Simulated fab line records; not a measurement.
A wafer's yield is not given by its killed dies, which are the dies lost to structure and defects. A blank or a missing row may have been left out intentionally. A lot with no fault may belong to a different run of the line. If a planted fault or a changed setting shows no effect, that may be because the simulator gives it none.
Matching of chambers | flow sky130 | rieDiel-01 running SKY_VIA2_ETCH_14: 4 sister chambers
The step etches BARC in N2/H2, stops on SiO2, time 45.9 s, target depth 60 nm. 8 wafers are shown with their chamber, then 7 later ones without.

== WAFERS, EACH WITH ITS CHAMBER ==
wafer  | chamber | throttleValvePct (%) | oesProductAu (a.u.)
L079.1 | 3       | 13.222               | 0.860
L079.3 | 2       | 13.228               | 0.857
L079.6 | 0       | 13.218               | 0.851
L081.1 | 2       | 13.216               | 0.852
L081.4 | 0       | 13.227               | 0.850
L081.5 | 1       | 13.237               | 0.859
L082.2 | 3       | 13.205               | 0.865
L082.3 | 1       | 13.240               | 0.858

== WAFERS MISSING THEIR CHAMBER ==
wafer  | throttleValvePct (%) | oesProductAu (a.u.)
L082.6 | 13.241               | 0.850
L087.3 | 13.227               | 0.859
L087.4 | 13.241               | 0.853
L087.6 | 13.227               | 0.854
L092.3 | 13.220               | 0.855
L092.4 | 13.223               | 0.856
L092.5 | 13.235               | 0.853

== EACH ONE'S CHAMBER ==
wafer  | from the rows above               | in truth
L082.6 | can't be placed: 0 or 2 or 1      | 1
L087.3 | can't be placed: 1 or 2 or 3 or 0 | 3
L087.4 | can't be placed: 1 or 2 or 0      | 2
L087.6 | can't be placed: 2 or 0 or 1      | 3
L092.3 | can't be placed: 2 or 0           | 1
L092.4 | can't be placed: 2 or 1 or 0      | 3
L092.5 | can't be placed: 2 or 0 or 1      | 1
Correct placement for 0 of the 7. Unplaceable from these rows: 7, with the true chamber sitting among the candidates in 4. Number placed wrongly: 0.
How it was worked out, from the rows above alone: a wafer's distance from a chamber is the root of the sum, over the readings, of the square of ((its reading less the chamber's mean) divided by the reading's scatter). The wafer belongs to the nearest chamber; if the next one is less than 2 further off, it can't be placed. For every chamber, the mean is computed from those of its wafers that are shown. The scatter is the square root of a quotient: the sum, over the shown wafers, of each reading's squared deviation from its chamber's mean, divided by wafers minus chambers.
